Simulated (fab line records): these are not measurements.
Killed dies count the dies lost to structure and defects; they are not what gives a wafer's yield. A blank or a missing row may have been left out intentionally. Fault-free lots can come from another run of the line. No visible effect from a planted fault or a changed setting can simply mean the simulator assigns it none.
Chamber matching + flow sky130 + SKY_VIA3_ETCH_14 on rie-diel-03: 4 sister chambers
The step etches BARC in N2/H2, stops on SiO2, time 45.9 s, target depth 60 nm. 4 wafers are shown with their chamber, then 8 later ones without.

## WAFERS PAIRED WITH THEIR CHAMBERS
| wafer  | chamber | drypump-motor-current-A (A) |
|--------|---------|-----------------------------|
| L078.2 | 0       | 5.1                         |
| L084.2 | 2       | 6.2                         |
| L084.5 | 1       | 6.4                         |
| L088.3 | 3       | 5.8                         |

## WAFERS MISSING THEIR CHAMBER
| wafer  | drypump-motor-current-A (A) |
|--------|-----------------------------|
| L088.4 | 5.0                         |
| L088.5 | 5.8                         |
| L091.1 | 5.1                         |
| L091.4 | 5.8                         |
| L091.5 | 6.5                         |
| L094.1 | 6.2                         |
| L094.5 | 6.3                         |
| L094.6 | 6.5                         |

## EACH ONE'S CHAMBER
| wafer  | from the rows above     | in truth |
|--------|-------------------------|----------|
| L088.4 | 0                       | 0        |
| L088.5 | 3                       | 3        |
| L091.1 | 0                       | 0        |
| L091.4 | 3                       | 3        |
| L091.5 | 1                       | 1        |
| L094.1 | 2                       | 2        |
| L094.5 | can't be placed: 2 or 1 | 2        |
| L094.6 | 1                       | 1        |
Correct placement for 7 of the 8. From these rows, 1 cannot be placed; in 1 the true chamber is one of the candidates. Wrongly placed: 0.
How it was worked out, from the rows above alone: a wafer's distance from a chamber is the root of the sum, over the readings, of the square of ((its reading less the chamber's mean) divided by the reading's scatter). If the next closest chamber is less than 2 further off than the closest, the wafer can't be placed; otherwise it belongs to the closest. The mean given for a chamber averages the wafers shown for that chamber. The scatter: root of mean squared gap, hidden wafer to nearest shown wafer, with one shown wafer a chamber.
